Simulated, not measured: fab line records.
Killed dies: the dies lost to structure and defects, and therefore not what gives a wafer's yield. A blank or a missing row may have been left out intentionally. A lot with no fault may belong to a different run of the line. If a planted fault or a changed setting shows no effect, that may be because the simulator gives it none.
Struck lot and sound lot, side by side :: flow gf180mcu :: 15 out of 602 route steps
Sound: the wafers L329.1, L329.2, L329.6. The struck wafers were L341.3, L341.4, L341.5. The cause is named last.
Per side, at each step with rows, come the tool, then ch with its chambers, and then its first start. Under that, the readings that differ: sound wafers :: struck wafers :: difference of the means :: sigmas: that difference in standard deviations of wafers without a fault.
alike: a reading whose means differ by less than 2 such deviations, as well as words and numbers matching on both sides. not compared: withheld readings; readings where some wafer has no value; bounds like >300 that might hide an equal value; numbers whose values overlap and for which the record gives no deviation.
The two part at a step that has a row with sigmas, a row that says differs or no value, or rows on one side only. When numbers do not overlap yet have no deviation, they are printed without sigmas and do not part them. A reading that every wafer of one side lacks parts them only if that side has two wafers or more.

first, 3 steps without rows for these wafers: GF_V5_STRIP_18 (strips in O2/N2); GF_V5_STRIP_19 (strips in post etch residue remover, time 1200 s); GF_V5_CLEAN_20 (cleans in DIW).
GF_V5_SPUTTER_21: material Ti, target thk 15 nm, time 80.02 s.
  sound on pvd-sputter-02, day 29 00:04; struck on pvd-sputter-04, day 32 05:03
  alike: throttle-valve-pct
then, 2 steps without rows for these wafers: GF_V5_SPUTTER_22 (material TiN, target thk 10 nm, time 40 s); GF_V5_CVD_23 (deposits W, target thk 350 nm, time 104.9 s).
GF_V5_RS_MEAS_24: the measuring method here is four-point-probe.
  sound on film-metro-04, day 29 00:16; struck on film-metro-04, day 32 05:18
  alike: V5_W_RS
GF_V5_THK_MEAS_25: measures by xrf.
  sound on film-metro-04, day 29 00:23; struck on film-metro-04, day 32 05:24
  alike: V5_W_THK
then, 1 step without rows for these wafers: GF_V5_CMP_26 (polishes, stops on SiO2, t overpolish 15 s, target thk 0 nm).
GF_TOP_METAL_SPUTTER_00: material Ti, target thk 37.5 nm, time 150 s.
  sound on pvd-sputter-01, day 29 00:45; struck on pvd-sputter-01, day 32 05:44
  alike: throttle-valve-pct
GF_TOP_METAL_SPUTTER_01: material TiN, target thk 30 nm, time 25 s.
  sound on pvd-sputter-01, day 29 00:51; struck on pvd-sputter-01, day 32 05:50
  alike: throttle-valve-pct
GF_TOP_METAL_SPUTTER_02: material AlCu, target thk 900 nm, time 47.82 s.
  sound on pvd-sputter-01, day 29 00:53; struck on pvd-sputter-01, day 32 05:52
  alike: throttle-valve-pct
GF_TOP_METAL_SPUTTER_03: material Ti, target thk 5 nm, time 3.3 s.
  sound on pvd-sputter-01, day 29 00:55; struck on pvd-sputter-01, day 32 05:55
reading: model.Ti_of_TOP_METAL_SPUTTER_03.thk-nm (nm)
sound: 5.043 5.187 4.947
struck: 7.086 7.011 6.99
difference: +1.970
sigmas: 
  alike: throttle-valve-pct
GF_TOP_METAL_SPUTTER_04: material TiN, target thk 25 nm, time 20.8 s.
  sound on pvd-sputter-01, day 29 00:56; struck on pvd-sputter-01, day 32 05:56
  alike: throttle-valve-pct
GF_PASSIVATION_PROBE_99:
  record: rows for the struck wafers here (prober-01, day 33 16:56), none for the sound ones

WHERE THEY PART
Only at GF_PASSIVATION_PROBE_99, within this record.

WHY: what had been put in by the simulator
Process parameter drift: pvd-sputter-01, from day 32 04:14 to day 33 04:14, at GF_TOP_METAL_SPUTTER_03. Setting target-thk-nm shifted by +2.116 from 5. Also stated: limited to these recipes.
